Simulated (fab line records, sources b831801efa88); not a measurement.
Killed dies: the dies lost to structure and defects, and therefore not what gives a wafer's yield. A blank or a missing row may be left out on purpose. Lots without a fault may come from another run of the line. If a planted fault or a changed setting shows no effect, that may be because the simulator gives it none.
2 desks looking at one fault | flow sky130 | each desk holds nothing but its own numbers, with what lay behind them at the end

== THE TOOL OWNER'S DESK: pvdSputter-03 ==
The tool's own readings at SKY_METAL2_SPUTTER_02 (material AlCu, target thk 250 nm, time 13.3 s): means of the sampled wafers that have a number, for each lot that ran on this tool. If a lot's mean is further than 4 standard deviations from the usual mean, the lot is out of limits and carries the mark OUT (the distance appears in the brackets).
Columns: A = throttleValvePct at SKY_METAL2_SPUTTER_02, usual 30.3 %
lot  | first seen here | A
L991 | day 33 20:45    | 30.0
L103 | day 38 00:40    | 29.7
L107 | day 38 22:30    | 30.4
Finding of this desk: none of the 3 lots has anything out of limits.

== THE METROLOGY DESK ==
What the gauges read, lot by lot, whatever tool the lot ran on: means of the sampled wafers that have a number. If a lot's mean is further than 4 standard deviations from the usual mean, the lot is out of limits and carries the mark OUT (the distance appears in the brackets).
Columns: A = LDD_HVP_TW at SKY_LDD_HVP_TW_MEAS_10, usual 454; B = METAL2_ALCU_RS at SKY_METAL2_RS_MEAS_05, usual 0.1269 ohm/sq; C = METAL2_ALCU_THK at SKY_METAL2_THK_MEAS_06, usual 249.3 nm
lot  | first seen here | A   | B                | C
L991 | day 21 08:26    | 459 | 0.1272           | 249.7
L993 | day 22 14:13    | 451 | 0.1272           | 249.0
L995 | day 23 10:04    | 449 | 0.1268           | 249.5
L997 | day 24 00:16    | 463 | 0.1272           | 249.4
L998 | day 24 06:59    | 464 | 0.1259           | 249.6
L999 | day 24 19:01    | 451 | 0.1293           | 245.7
L103 | day 26 02:33    | 456 | 0.1101 (-12) OUT | 303.7 (+19) OUT
L107 | day 27 05:59    | 450 | 0.0950 (-23) OUT | 344.5 (+34) OUT
L109 | day 28 07:58    | 450 | 0.1302           | 244.1
L110 | day 28 15:31    | 450 | 0.1261           | 249.2
L111 | day 28 21:49    | 449 | 0.1280           | 249.2
L112 | day 28 23:20    | 455 | 0.1281           | 246.8
L113 | day 29 03:19    | 458 | 0.1268           | 249.1
L114 | day 29 20:25    | 461 | 0.1267           | 247.6
Finding of this desk: L103, L107 out of limits, first seen on L103 at day 38 00:51 (METAL2_ALCU_RS at SKY_METAL2_RS_MEAS_05). L991, L993, L995, L997, L998, L999, L109, L110, L111, L112, L113, L114 stayed within limits.

== BROUGHT TOGETHER ==
The metrology desk could have raised an alarm at day 38 00:51, on L103, L107.
The desk of the tool owner found nothing out of limits.
The tool owner's desk has L103, L107 on record, within its limits.
Of the lots named, all ran SKY_METAL2_SPUTTER_02 on pvdSputter-03.

== WHAT THE SIMULATOR PUT IN ==
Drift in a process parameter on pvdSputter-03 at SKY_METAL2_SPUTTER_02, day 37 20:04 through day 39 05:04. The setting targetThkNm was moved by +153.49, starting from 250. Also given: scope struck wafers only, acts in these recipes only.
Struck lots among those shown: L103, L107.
Delay in hours, fault start to first out-of-limits reading, per desk: metrology desk 5.
